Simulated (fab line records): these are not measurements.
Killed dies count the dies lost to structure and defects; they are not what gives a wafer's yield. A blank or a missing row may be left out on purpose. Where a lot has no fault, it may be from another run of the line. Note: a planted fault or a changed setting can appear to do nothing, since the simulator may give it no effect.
Which of the tools did it? + flow gf180mcu + Sampling: 6 lots, 18 wafers, 3 of 602 route steps

## WHAT EACH GAUGE READ, for each wafer
GF_HV_LDD_TW_MEAS_23.
| lot  | measured     | on            | HV_LDD_2_TW    |
|------|--------------|---------------|----------------|
| L517 | day 11 01:55 | film metro-03 | 1054 1057 1059 |
| L527 | day 14 08:16 | film metro-02 | 975 978 977    |
| L529 | day 14 19:15 | film metro-04 | 1049 1043 1038 |
| L532 | day 15 16:39 | film metro-03 | 1067 1070 1065 |
| L535 | day 16 17:32 | film metro-04 | 1052 1054 1052 |
| L539 | day 18 11:35 | film metro-03 | 1058 1053 1057 |

## EACH LOT AND THE TOOL THAT RAN IT (in order: tool; ch and the chambers of the sampled wafers; start)
| lot  | GF_HV_LDD_STRIP_10                   | GF_HV_LDD_IMPLANT_21            |
|------|--------------------------------------|---------------------------------|
| L517 | plasma asher-01 ch 0,1, day 10 07:11 | implanter-01 ch 0, day 11 01:42 |
| L527 | plasma asher-01 ch 0,1, day 13 11:16 | implanter-01 ch 0, day 14 08:02 |
| L529 | plasma asher-01 ch 0,1, day 13 21:14 | implanter-03 ch 0, day 14 19:01 |
| L532 | plasma asher-03 ch 0,1, day 14 18:59 | implanter-03 ch 0, day 15 16:25 |
| L535 | plasma asher-04 ch 0,1, day 15 19:47 | implanter-02 ch 0, day 16 17:20 |
| L539 | plasma asher-04 ch 0,1, day 17 11:42 | implanter-03 ch 0, day 18 11:20 |
- GF_HV_LDD_STRIP_10: strips in O2/N2.
- GF_HV_LDD_IMPLANT_21

## THE ANSWER, worked out from the rows above alone
Rule: the lots themselves supply what counts as usual. Put in order of their means at a reading, lots are off if they are a third of the lots or fewer, leave a main group of 4 or more, and stand apart from it by a gap of 3 or more times the standard deviation of the main group's means; of several such gaps the widest counts. A main group whose means are all the same, to the digits that the tables above print for the reading, isn't used. A lot without any number at a reading at which 4 lots or more have one is off too. All remaining lots with rows at the step are treated as sound.
Off: at GF_HV_LDD_TW_MEAS_23 (HV_LDD_2_TW), L527. The main group: mean 1055, standard deviation 7.7.
A tool fits if, at a process step before that reading, it ran every lot that is off, and no sound lot after the first of them. Those tools and the gauges at GF_HV_LDD_TW_MEAS_23 are tried in the same way. 2 tools fit, implanter-01 at GF_HV_LDD_IMPLANT_21 and film metro-02 at GF_HV_LDD_TW_MEAS_23, so this cannot tell which one it is.

## WHAT THE SIMULATOR HAD INSERTED
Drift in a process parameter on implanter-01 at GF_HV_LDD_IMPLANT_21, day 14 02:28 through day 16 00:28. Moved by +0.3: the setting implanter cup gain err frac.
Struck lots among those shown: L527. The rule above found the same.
